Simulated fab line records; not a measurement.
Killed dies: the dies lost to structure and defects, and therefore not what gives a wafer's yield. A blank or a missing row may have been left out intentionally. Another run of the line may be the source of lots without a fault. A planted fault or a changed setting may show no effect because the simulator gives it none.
Split-lot trial | flow sky130 | 5 lots, 23 wafers read, on a route of 708 steps

== THE SPLIT ==
At SKY_SONOS_ONO_CVD_04 (deposits SiO2 from SiH4/N2O, target thk 5.7199 nm), the setting time s was moved away from the recipe's 900 s on 15 of the 23 wafers read, by +7.0% to +10.3%. For the rest of the wafers, this setting stayed at what the recipe calls for.

The file shows no step between the split and the reading.

== THE READING ==
SONOS_ONO_CVD_04_THK, in nm, at SKY_SONOS_ONO_THK_MEAS_05. On this fab line, fault-free wafers typically give 5.65 nm with a standard deviation of 0.094 nm.

wafer  | tool, chamber at the split | time s as run, s | against the recipe | SONOS_ONO_CVD_04_THK, nm | against lot-mates on the recipe
L074.1 | -, -                       | 993              | +10.3%             | 6.28                     | no lot-mate on the recipe
L074.2 | -, -                       | 993              | +10.3%             | 6.20                     | no lot-mate on the recipe
L074.3 | -, -                       | 993              | +10.3%             | 6.18                     | no lot-mate on the recipe
L074.5 | -, -                       | 993              | +10.3%             | 6.21                     | no lot-mate on the recipe
L074.6 | -, -                       | 993              | +10.3%             | 6.17                     | no lot-mate on the recipe
L075.1 | -, -                       | 973.2            | +8.1%              | 6.16                     | no lot-mate on the recipe
L075.3 | -, -                       | 973.2            | +8.1%              | 6.01                     | no lot-mate on the recipe
L075.4 | -, -                       | 973.2            | +8.1%              | 6.08                     | no lot-mate on the recipe
L075.5 | -, -                       | 973.2            | +8.1%              | 6.15                     | no lot-mate on the recipe
L075.6 | -, -                       | 973.2            | +8.1%              | 6.02                     | no lot-mate on the recipe
L077.1 | -, -                       | 963.4            | +7.0%              | 6.05                     | no lot-mate on the recipe
L077.2 | -, -                       | 963.4            | +7.0%              | 6.05                     | no lot-mate on the recipe
L077.4 | -, -                       | 963.4            | +7.0%              | 6.01                     | no lot-mate on the recipe
L077.5 | -, -                       | 963.4            | +7.0%              | 6.04                     | no lot-mate on the recipe
L077.6 | -, -                       | 963.4            | +7.0%              | 6.00                     | no lot-mate on the recipe
L081.1 | lpcvd-03, 0                | 900              | recipe             | 5.69                     | -
L081.3 | lpcvd-03, 0                | 900              | recipe             | 5.63                     | -
L081.4 | lpcvd-03, 0                | 900              | recipe             | 5.68                     | -
L085.1 | -, -                       | 900              | recipe             | 5.53                     | -
L085.2 | -, -                       | 900              | recipe             | 5.56                     | -
L085.3 | -, -                       | 900              | recipe             | 5.55                     | -
L085.4 | -, -                       | 900              | recipe             | 5.58                     | -
L085.5 | -, -                       | 900              | recipe             | 5.72                     | -

THE FIT
A straight line over all 23 wafers: SONOS_ONO_CVD_04_THK changes by +0.0574 nm for each +1% of time s; r = +0.98; the points scatter about the line by 0.056 nm.
Too few moved wafers have a lot-mate on the recipe to fit a line with each lot's own level taken away.

== THE WHOLE CHAIN: every reading that the file lists as answering this split, in the file's order ==
step                      | what it does                                      | reading                                                                          | change (the file's fit)                | r (the file's)
SKY_SONOS_ONO_CVD_04      | deposits SiO2 from SiH4/N2O, target thk 5.7199 nm | SiO2_of_SONOS_ONO_CVD_04.thk nm (the simulator's own value, which no gauge read) | +0.0572 nm for each +1% of the setting | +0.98
SKY_SONOS_ONO_THK_MEAS_05 |                                                   | SONOS_ONO_CVD_04_THK                                                             | +0.0575 for each +1% of the setting    | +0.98
SKY_GATE_OXIDE_CLEAN_15   | cleans in SC1/SC2, time 150 s                     | SiO2_of_SONOS_ONO_CVD_04.thk nm (the simulator's own value, which no gauge read) | +0.0646 nm for each +1% of the setting | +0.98

== THE FILE'S OWN FIT ==
SONOS_ONO_CVD_04_THK changes by +0.0575 nm for each +1% of time s, r = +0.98.
